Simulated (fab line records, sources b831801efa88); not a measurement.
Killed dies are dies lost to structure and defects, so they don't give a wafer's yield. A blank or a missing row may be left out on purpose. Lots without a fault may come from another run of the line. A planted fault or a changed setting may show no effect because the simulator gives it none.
A struck lot beside a sound one | flow sky130 | 14 steps out of a route of 708
Sound: wafers L412.3, L412.5, L412.6. Struck: wafers L415.1, L415.2, L415.4. The cause comes at the end.
At each step with rows: each side's tool, then ch and its chambers, then its first start. Under that, the readings that differ: sound wafers | struck wafers | difference of the means | sigmas: that difference in standard deviations of wafers without a fault.
alike: readings whose means differ by less than 2 such deviations, and words and numbers that are the same on both sides. not compared: withheld readings, readings that some wafer has no value for, bounds like >300 that may hide the same value, and numbers for which the record gives no deviation and whose values overlap.
The two part at a step that has a row with sigmas, a row that says differs or no value, or rows on one side only. Numbers that don't overlap but have no deviation are shown without sigmas and don't part them. A reading that every wafer of one side lacks parts them only if that side has two wafers or more.

first, 4 steps without rows for these wafers: SKY_VIA1_STRIP_16 (strips in O2/N2); SKY_VIA1_STRIP_17 (strips in post etch residue remover, time 1200 s); SKY_VIA1_CLEAN_18 (cleans in IPA, time 180 s); SKY_VIA1_CLEAN_19 (cleans in O3/DIW).
SKY_VIA1_SPUTTER_20: material TiN, target thk 20 nm, time 80 s.
  sound on pvd_sputter-04, day 36 17:07; struck on pvd_sputter-03, day 37 15:49
  alike: throttle_valve_pct
SKY_VIA1_CVD_21: deposits W, target thk 270 nm, time 80.902 s.
  sound on cvd_w-02 ch 0,1, day 36 17:12; struck on cvd_w-02 ch 0,1, day 37 15:52
  alike: heater_power_w
  not compared: since_wet_clean_h
SKY_VIA1_RS_MEAS_22: measures by four-point-probe.
  sound on film_metro-03, day 36 17:18; struck on film_metro-02, day 37 15:58
  alike: VIA1_W_RS
SKY_VIA1_THK_MEAS_23: measures by xrf.
  sound on film_metro-03, day 36 17:24; struck on film_metro-02, day 37 16:05
  alike: VIA1_W_THK
then, 1 step without rows for these wafers: SKY_VIA1_CMP_24 (polishes, stops on SiO2, t overpolish 15 s, target thk 0 nm).
SKY_METAL2_SPUTTER_00: material Ti, target thk 15 nm, time 10 s.
  sound on pvd_sputter-02, day 36 17:44; struck on pvd_sputter-02, day 37 16:26
  alike: throttle_valve_pct
SKY_METAL2_SPUTTER_01: material TiN, target thk 20 nm, time 16.7 s.
  sound on pvd_sputter-02, day 36 17:46; struck on pvd_sputter-02, day 37 16:28
  alike: throttle_valve_pct
SKY_METAL2_SPUTTER_02: material AlCu, target thk 250 nm, time 13.3 s.
  sound on pvd_sputter-02, day 36 17:47; struck on pvd_sputter-02, day 37 16:29
  alike: throttle_valve_pct
SKY_METAL2_SPUTTER_03: material Ti, target thk 5 nm, time 3.3 s.
  sound on pvd_sputter-02, day 36 17:49; struck on pvd_sputter-02, day 37 16:31
  reading                                   | sound             | struck            | difference | sigmas
  model.Ti_of_METAL2_SPUTTER_03.thk_nm (nm) | 5.012 4.944 5.006 | 6.333 6.386 6.331 | +1.363     |
  alike: throttle_valve_pct
then, 1 step without rows for these wafers: SKY_METAL2_SPUTTER_04 (material TiN, target thk 70 nm, time 58.3 s).

WHERE THEY PART
Nowhere in this record.

WHY: what the simulator had put in
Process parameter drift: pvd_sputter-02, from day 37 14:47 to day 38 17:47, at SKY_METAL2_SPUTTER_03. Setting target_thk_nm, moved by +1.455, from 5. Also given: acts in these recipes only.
